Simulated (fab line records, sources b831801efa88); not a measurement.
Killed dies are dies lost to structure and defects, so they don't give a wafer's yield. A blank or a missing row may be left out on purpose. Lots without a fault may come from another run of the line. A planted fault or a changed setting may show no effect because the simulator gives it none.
Split-lot experiment | flow sfq_line | 5 lots, 23 wafers read, on a route of 325 steps

THE SPLIT
At SFQ_TRILAYER_I4_VIA_LITHO_COAT_108 (resist thk 62 nm), the setting spin_rpm was moved away from the recipe's 3000 rpm on 11 of the 23 wafers read, by -4.0% to +6.7%. The other wafers ran this setting at the recipe's value.

The reading is taken at the split's own step.

THE READING
BARC_of_TRILAYER_I4_VIA_LITHO_COAT_108.thk_nm (the simulator's own value, which no gauge read), in nm, at SFQ_TRILAYER_I4_VIA_LITHO_COAT_108 (resist thk 62 nm). The file gives no usual value for it. The 12 wafers here that ran the recipe average 61.85 nm, standard deviation 0.061 nm.

wafer  | tool, chamber at the split | spin_rpm as run, rpm | against the recipe | BARC_of_TRILAYER_I4_VIA_LITHO_COAT_108.thk_nm, nm | against lot-mates on the recipe
L077.1 | litho_track-03, 0          | 2880                 | -4.0%              | 63.07                                             | +1.21
L077.2 | litho_track-03, 0          | 2880                 | -4.0%              | 63.29                                             | +1.43
L077.3 | litho_track-03, 0          | 3000                 | recipe             | 61.9                                              | -
L077.4 | litho_track-03, 0          | 2880                 | -4.0%              | 63.21                                             | +1.35
L077.6 | litho_track-03, 0          | 3000                 | recipe             | 61.81                                             | -
L078.1 | litho_track-01, 0          | 3134                 | +4.5%              | 60.44                                             | -1.46
L078.2 | litho_track-01, 0          | 3000                 | recipe             | 61.85                                             | -
L078.3 | litho_track-01, 0          | 3000                 | recipe             | 61.95                                             | -
L078.5 | litho_track-01, 0          | 3134                 | +4.5%              | 60.58                                             | -1.32
L078.6 | litho_track-01, 0          | 3134                 | +4.5%              | 60.41                                             | -1.49
L079.1 | litho_track-03, 0          | 3000                 | recipe             | 61.77                                             | -
L079.2 | litho_track-03, 0          | 3202                 | +6.7%              | 59.71                                             | -2.08
L079.3 | litho_track-03, 0          | 3000                 | recipe             | 61.76                                             | -
L079.4 | litho_track-03, 0          | 3202                 | +6.7%              | 59.85                                             | -1.94
L079.6 | litho_track-03, 0          | 3000                 | recipe             | 61.83                                             | -
L082.1 | litho_track-04, 0          | 2934                 | -2.2%              | 62.9                                              | +0.98
L082.3 | litho_track-04, 0          | 2934                 | -2.2%              | 62.75                                             | +0.83
L082.4 | litho_track-04, 0          | 2934                 | -2.2%              | 62.77                                             | +0.85
L082.5 | litho_track-04, 0          | 3000                 | recipe             | 61.95                                             | -
L082.6 | litho_track-04, 0          | 3000                 | recipe             | 61.89                                             | -
L084.1 | litho_track-04, 0          | 3000                 | recipe             | 61.8                                              | -
L084.4 | litho_track-04, 0          | 3000                 | recipe             | 61.81                                             | -
L084.5 | litho_track-04, 0          | 3000                 | recipe             | 61.84                                             | -

THE FIT
A straight line over all 23 wafers: BARC_of_TRILAYER_I4_VIA_LITHO_COAT_108.thk_nm changes by -0.324 nm for each +1% of spin_rpm; r = -0.99; the points scatter about the line by 0.11 nm.
The same after taking each lot's own level away (the mean of its wafers on the recipe; 23 wafers): -0.321 nm for each +1%; r = -1.00; scatter 0.094 nm.
On that fit, the largest move of spin_rpm shifts the reading by 2.2 nm.
The lots' own levels span 61.787 to 61.920 nm, that is 2.2 times the standard deviation above.
So the lot-to-lot level changes the slope little: the two slopes agree.
Check: with one of the wafers moved furthest among these (+6.7%) left out of the fit, the line predicts -2.13 nm for it against its lot-mates. It came out at -2.08 nm against them.

OTHER SPLITS ON THESE WAFERS
These wafers also went through other splits before the reading. Each is held against what the fit with the lots' levels taken away leaves over:
other split on the same wafers                  | wafers away from the commonest value | r with BARC_of_TRILAYER_I4_VIA_LITHO_COAT_108.thk_nm (lot level and that fit taken away)
SFQ_TRILAYER_M4_BARC_OPEN_METAL_ETCH_123 time_s | 11                                   | +0.26

THE FILE'S OWN FIT
BARC_of_TRILAYER_I4_VIA_LITHO_COAT_108.thk_nm changes by -0.316 nm for each +1% of spin_rpm, r = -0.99.
